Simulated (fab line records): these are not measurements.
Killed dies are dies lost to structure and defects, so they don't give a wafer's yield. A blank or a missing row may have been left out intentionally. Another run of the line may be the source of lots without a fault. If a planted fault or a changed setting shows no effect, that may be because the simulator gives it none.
Tool commonality check -- flow gf180mcu -- 11 lots, 39 wafers sampled

== REASON FOR OPENING ==
2 of 11 lots carry a flag on the reading NSD_RS at GF_PSD_RS_MEAS_14. Fault-free wafers read 46.10 ohm/sq, with a standard deviation of 0.074.
Rule: a lot is flagged in two cases, either no wafer of it has a number, or all its wafers with numbers fall more than 4 standard deviations from that mean. The other lots count as sound.

lot,measured,on,"NSD_RS (ohm/sq), wafer by wafer",flag
L133,day 14 04:46,film-metro-03,46.09 46.06 46.23,
L134,day 14 14:29,film-metro-02,46.13 46.06 46.10,
L135,day 15 06:22,film-metro-02,45.95 46.03 45.94,
L138,day 16 07:37,film-metro-02,45.94 46.13 46.12,
L139,day 16 12:22,film-metro-03,46.13 46.19 46.08,
L145,day 18 17:39,film-metro-04,46.12 46.14 46.07,
L148,day 20 00:01,film-metro-02,42.60 42.68 42.72 42.56 42.59 42.57,FLAGGED
L149,day 20 07:07,film-metro-04,42.63 42.61 42.64 42.69 42.56 42.69,FLAGGED
L153,day 21 08:59,film-metro-02,46.13 46.03 46.07,
L152,day 21 11:58,film-metro-02,46.07 46.16 46.11,
L154,day 21 15:08,film-metro-02,46.11 46.08 46.12,
On average the flagged lots' numbers are 42.63 ohm/sq, which is -3.47 ohm/sq against the usual, or -47 standard deviations.

== WHICH TOOL RAN EACH LOT ==
Before the reading, the record contains 3 process steps out of a 602-step route. Every cell lists first the tool, next ch and the chambers used by the sampled wafers, and last the start.
lot,flag,GF_HV_LDD_STRIP_22,GF_NSD_IMPLANT_09,GF_NSD_STRIP_11
L133,,"plasma-asher-01 ch 0,1, day 10 18:09","implanter-02 ch 0, day 13 07:33","plasma-asher-01 ch 0,1, day 13 07:51"
L134,,"plasma-asher-01 ch 0,1, day 11 03:40","implanter-04 ch 0, day 13 16:55","plasma-asher-02 ch 0,1, day 13 17:12"
L135,,"plasma-asher-03 ch 0,1, day 11 14:52","implanter-02 ch 0, day 14 08:29","plasma-asher-01 ch 0,1, day 14 08:45"
L138,,"plasma-asher-04 ch 0,1, day 12 12:39","implanter-04 ch 0, day 15 09:07","plasma-asher-02 ch 0,1, day 15 09:24"
L139,,"plasma-asher-01 ch 0,1, day 12 19:43","implanter-01 ch 0, day 15 13:21","plasma-asher-02 ch 0,1, day 15 13:39"
L145,,"plasma-asher-01 ch 1, day 14 18:16","implanter-04 ch 0, day 17 17:45","plasma-asher-02 ch 0, day 17 18:03"
L148,FLAGGED,"plasma-asher-04 ch 0,1, day 15 22:48","implanter-04 ch 0, day 19 00:02","plasma-asher-03 ch 0,1, day 19 00:19"
L149,FLAGGED,"plasma-asher-01 ch 0,1, day 16 05:07","implanter-04 ch 0, day 19 06:57","plasma-asher-03 ch 0,1, day 19 07:15"
L153,,"plasma-asher-01 ch 0,1, day 17 05:46","implanter-02 ch 0, day 20 07:34","plasma-asher-03 ch 0,1, day 20 07:52"
L152,,"plasma-asher-04 ch 0,1, day 17 07:34","implanter-02 ch 0, day 20 10:57","plasma-asher-01 ch 0,1, day 20 11:15"
L154,,"plasma-asher-03 ch 0,1, day 17 11:28","implanter-01 ch 0, day 20 14:11","plasma-asher-03 ch 0,1, day 20 14:27"
What is done by these steps:
- GF_HV_LDD_STRIP_22: strips in O2/N2.
- GF_NSD_IMPLANT_09
- GF_NSD_STRIP_11: strips in O2/N2.
- GF_PSD_RS_MEAS_14: measures by four-point-probe.

== FLAGGED OVER TOTAL, TOOL BY TOOL (the gauges that took the reading come last) ==
step,tool,lots run,flagged,share of the flagged lots,sound lots run after its first flagged lot
GF_HV_LDD_STRIP_22,plasma-asher-01,6,1,some,1 (L153)
GF_HV_LDD_STRIP_22,plasma-asher-03,2,0,none,-
GF_HV_LDD_STRIP_22,plasma-asher-04,3,1,some,1 (L152)
GF_NSD_IMPLANT_09,implanter-01,2,0,none,-
GF_NSD_IMPLANT_09,implanter-02,4,0,none,-
GF_NSD_IMPLANT_09,implanter-04,5,2,all,0
GF_NSD_STRIP_11,plasma-asher-01,3,0,none,-
GF_NSD_STRIP_11,plasma-asher-02,4,0,none,-
GF_NSD_STRIP_11,plasma-asher-03,4,2,all,"2 (L153,L154)"
GF_PSD_RS_MEAS_14,film-metro-02,7,1,some,"3 (L153,L152,L154)"
GF_PSD_RS_MEAS_14,film-metro-03,2,0,none,-
GF_PSD_RS_MEAS_14,film-metro-04,2,1,some,0

== WHAT THE TABLE PERMITS ==
2 rows of the table ran every flagged lot: implanter-04 at GF_NSD_IMPLANT_09, plasma-asher-03 at GF_NSD_STRIP_11.
- implanter-04 at GF_NSD_IMPLANT_09 ran 5 lots, 2 of them flagged. It ran its last sound lot, L145, at day 17 17:45 and its first flagged lot, L148, at day 19 00:02: a fault with its onset between the two fits. Its own readings (beam-energy-keV) fall more than 4 standard deviations out on all wafers of the flagged lots.
- plasma-asher-03 at GF_NSD_STRIP_11 ran 4 lots, 2 of them flagged. Sound lots followed the first flagged one (L153, L154) on it, something a lasting fault affecting the whole tool could not allow. Its own readings (strip-time-to-endpoint-s) fall more than 4 standard deviations out on all wafers of the flagged lots.
One tool is left: implanter-04 at GF_NSD_IMPLANT_09.

== WHAT HAD BEEN PUT IN BY THE SIMULATOR ==
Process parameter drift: implanter-04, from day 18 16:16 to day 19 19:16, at GF_NSD_IMPLANT_09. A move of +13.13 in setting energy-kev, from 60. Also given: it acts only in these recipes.
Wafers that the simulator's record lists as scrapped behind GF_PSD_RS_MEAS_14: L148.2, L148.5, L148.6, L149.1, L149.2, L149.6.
Lots struck among those shown: L148, L149. Same finding as the rule above.
